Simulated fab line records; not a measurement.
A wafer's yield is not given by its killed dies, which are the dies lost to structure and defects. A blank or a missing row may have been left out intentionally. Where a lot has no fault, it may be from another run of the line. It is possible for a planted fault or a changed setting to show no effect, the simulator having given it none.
Which of the tools did it?    flow sky130    12 lots (36 wafers sampled), 1 step of a 708-step route

== WHAT EACH GAUGE READ, for each wafer ==
SKY_VIA3_THK_MEAS_01. Usual: VIA3_HDPCVD_THK gives 1631 nm (standard deviation 18).
lot   measured      on             VIA3_HDPCVD_THK (nm)  flag
L625  day 38 15:58  film metro-02  1611 1619 1629        
L627  day 39 02:14  film metro-01  1641 1645 1643        
L628  day 39 13:30  film metro-01  1626 1664 1612        
L631  day 40 10:49  film metro-04  1635 1663 1609        
L633  day 40 22:24  film metro-02  1623 1612 1641        
L634  day 41 07:10  film metro-01  1637 1607 1644        
L636  day 42 07:37  film metro-04  1617 1619 1616        
L637  day 42 10:01  film metro-02  1655 1646 1640        
L638  day 42 15:49  film metro-02  1611 1630 1642        
L640  day 43 05:56  film metro-01  1639 1597 1626        
L648  day 45 05:32  film metro-02  1639 1670 1636        
L647  day 45 09:18  film metro-02  1625 1632 1645        

== EACH LOT AND THE TOOL THAT RAN IT (in order: tool; ch and the chambers of the sampled wafers; start) ==
Record: no process step prior to these readings.

== AS READ BY THE TOOLS THEMSELVES (means over the sampled wafers that have a number; for cases with no such wafer, the mark the record gives instead) ==
The record holds no such reading with a usual standard deviation.

== THE ANSWER, worked out from the rows above alone ==
Rule: lot off if the mean of its wafers having a number is beyond 3 standard deviations from the usual mean. A lot without any number at a reading at which 4 lots or more have one is off too. Where the step has rows for the other lots, those lots are counted as sound. After the gauges, taken in route order, come the tools' own readings; for these a lot's mean is taken, as printed above. The first step at which some lot is off is used, and at that step the reading that is off furthest; a lot without a number counts as furthest.
Across all readings shown, no lot is off: no conclusion can be drawn from this.

== WHAT THE SIMULATOR PUT IN ==
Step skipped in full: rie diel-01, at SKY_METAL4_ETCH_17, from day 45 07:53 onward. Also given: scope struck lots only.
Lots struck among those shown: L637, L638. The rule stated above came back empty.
